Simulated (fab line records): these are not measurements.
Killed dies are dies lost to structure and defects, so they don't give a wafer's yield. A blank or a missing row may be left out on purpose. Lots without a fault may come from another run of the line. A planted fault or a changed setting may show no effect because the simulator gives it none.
2 desks looking at one fault    flow sky130    each desk has only its own numbers; what lay behind them comes last

## METROLOGY DESK
What the gauges read for every lot (on any tool): the sampled wafers with a number, averaged. Any lot whose mean is over 4 standard deviations away from the usual mean is out of limits and marked OUT; that distance is given in the brackets.
Columns: A = cdNm at SKY_SD_P_CD_MEAS_07, usual 380.5 nm
lot   first seen here  A
L702  day 25 23:38     377.8
L703  day 26 09:53     377.5
L705  day 26 21:55     380.4
L706  day 27 12:56     380.8
L707  day 28 01:37     383.0
L710  day 29 08:26     383.0
L712  day 29 15:43     379.9
L711  day 29 16:32     379.0
L717  day 31 14:10     380.9
L719  day 31 19:50     381.1
L721  day 32 11:35     381.7
L722  day 32 19:25     379.7
L723  day 32 22:58     378.0
Finding of this desk: none of the 13 lots has anything out of limits.

## DESK OF THE TOOL OWNER: implanter-02
The tool's own readings at SKY_NWELL_IMPLANT_13: means of the sampled wafers that have a number, for each lot that ran on this tool. Any lot whose mean is over 4 standard deviations away from the usual mean is out of limits and marked OUT; that distance is given in the brackets.
Columns: A = beamEnergyKeV at SKY_NWELL_IMPLANT_13, usual 50.000
lot   first seen here  A
L703  day 5 05:47      49.995
L706  day 5 23:20      49.993
L710  day 7 06:50      49.987
L711  day 7 11:17      50.013
L717  day 8 21:35      49.200 (-50) OUT
L719  day 9 03:12      49.189 (-51) OUT
This desk's finding: out of limits on L717, L719; first on L717, day 8 21:35 (beamEnergyKeV at SKY_NWELL_IMPLANT_13). In limits: L703, L706, L710, L711.

## PUT TOGETHER
On L717, L719, at day 8 21:35, an alarm was possible from the tool owner's desk.
Nothing out of limits was seen by the metrology desk.
The metrology desk holds a record of L717, L719, inside its limits.
SKY_NWELL_IMPLANT_13 was run on implanter-02 by each of the lots named.

## WHAT HAD BEEN PUT IN BY THE SIMULATOR
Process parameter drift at SKY_NWELL_IMPLANT_13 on implanter-02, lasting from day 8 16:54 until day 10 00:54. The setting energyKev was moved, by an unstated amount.
Lots struck among those shown: L717, L719.
Time in hours from fault onset to the first out-of-limits reading at each desk: the tool owner's desk, 5.
